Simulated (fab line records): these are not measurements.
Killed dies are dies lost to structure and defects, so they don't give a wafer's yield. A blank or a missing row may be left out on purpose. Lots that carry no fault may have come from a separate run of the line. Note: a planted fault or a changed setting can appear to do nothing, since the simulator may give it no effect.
A struck lot beside a sound one    flow sky130    18 steps out of a route of 708
Sound: wafers L282.3, L282.4, L282.5. Struck: wafer L292.3 (L292.2, L292.6, from the same lot, were not struck and are left out); the cause is given at the end.
Each step with rows lists, per side, the tool, then ch with its chambers, then its first start. Under that, the readings that differ: sound wafers    struck wafers    difference of the means    sigmas: that difference in standard deviations of wafers without a fault.
alike: words and numbers the same on both sides, and readings whose means are apart by under 2 such deviations; not compared: readings that were withheld, readings missing a value for some wafer, numbers with overlapping values and no deviation given by the record, and bounds like >300 which may hide the same value.
Wherever a step has rows on one side only, a row that says differs or no value, or a row with sigmas, the two part there. Numbers that don't overlap but have no deviation are shown without sigmas and don't part them. Lack of a reading on every wafer of one side parts them only where that side has two or more wafers.

first, 1 step without rows for these wafers: SKY_VT_ADJUST_PCH_IMPLANT_08.
SKY_VT_ADJUST_PCH_STRIP_09: strips in O2/N2.
  sound on plasmaAsher-02 ch 0,1, day 10 17:11; struck on plasmaAsher-01 ch 0, day 14 04:44
reading              sound              struck  difference  sigmas
oesProductAu (a.u.)  0.721 0.716 0.714  0.731   +0.014      +3
  alike: drypumpMotorCurrentA, stripTimeToEndpointS
  not compared: rfHoursCounterH
SKY_VT_ADJUST_PCH_TW_MEAS_10:
  sound: filmMetro-02 at day 10 17:16; struck: filmMetro-03 at day 14 04:51
  alike: VT_ADJUST_PCH_TW
then, 7 steps without rows for these wafers: SKY_SONOS_TUNNEL_DEHYDRATE_00 (time 60 s); SKY_SONOS_TUNNEL_HMDS_01 (prime time 60 s); SKY_SONOS_TUNNEL_COAT_02 (resist thk 1140 nm); SKY_SONOS_TUNNEL_SOFTBAKE_03 (time 60 s); SKY_SONOS_TUNNEL_EXPOSE_04 (exposes mask TUNM, target cd 410 nm); SKY_SONOS_TUNNEL_PEB_05; SKY_SONOS_TUNNEL_DEVELOP_06 (develop time 60 s).
SKY_SONOS_TUNNEL_CD_MEAS_07: target cd 410 nm.
  sound: cdSem-02 at day 11 15:48; struck: cdSem-02 at day 15 07:37
  alike: cdNm
SKY_SONOS_TUNNEL_OVL_MEAS_08:
  sound: overlay-01 at day 11 15:53; struck: overlay-02 at day 15 07:43
reading                sound           struck  difference  sigmas
SONOS_TUNNEL_OVL (nm)  -0.4 -0.5 -0.3  2.5     +2.9        +2
SKY_SONOS_TUNNEL_IMPLANT_09:
  sound on implanter-01 ch 0, day 11 15:58; struck on implanter-04 ch 0, day 15 07:46
reading           sound           struck  difference  sigmas
beamOnS (s)       9.99 9.73 9.96  7.61    -2.28       -11
faradayCurrentUA  5.65 5.79 5.66  7.40    +1.70       +15
then, 2 steps without rows for these wafers: SKY_SONOS_TUNNEL_WET_ETCH_10 (etches SiO2 in dHF, target depth 14 nm, time 280 s); SKY_SONOS_TUNNEL_STRIP_11 (strips in SPM, time 600 s).
SKY_SONOS_TUNNEL_TW_MEAS_12:
  sound: filmMetro-04 at day 11 16:25; struck: filmMetro-04 at day 15 08:10
reading          sound              struck  difference  sigmas
SONOS_TUNNEL_TW  195.2 196.1 196.0  181.3   -14.5       -10
then, 1 step without rows for these wafers: SKY_SONOS_TUNNEL_CLEAN_13 (cleans in dHF, time 20 s).
-- record jumps: 33 days separate the struck wafers' starts on either side; left off in module SONOS_TUNNEL, taken up again in module PAD_OPEN, whose first shown step is the route's number 708 --
SKY_PAD_OPEN_PROBE_99:
  sound: prober-01 at day 45 20:35; struck: prober-02 at day 48 14:55
reading                             sound                    struck   difference  sigmas
killedAtFrontEnd                    17 28 15                 9        -11         -2
model.etest.sonosUncharged.vtV (V)  -0.4009 -0.4284 -0.4645  -0.4843  -0.0530     
  alike: killed_at_M0_to_M3, killed_at_M4_up, killedAtContacts, killedAtOther, killedDies, killedOpen, killedShort

WHERE THEY PART
Earliest at SKY_VT_ADJUST_PCH_STRIP_09; latest, in this record, at SKY_PAD_OPEN_PROBE_99.

WHY: what the simulator had put in
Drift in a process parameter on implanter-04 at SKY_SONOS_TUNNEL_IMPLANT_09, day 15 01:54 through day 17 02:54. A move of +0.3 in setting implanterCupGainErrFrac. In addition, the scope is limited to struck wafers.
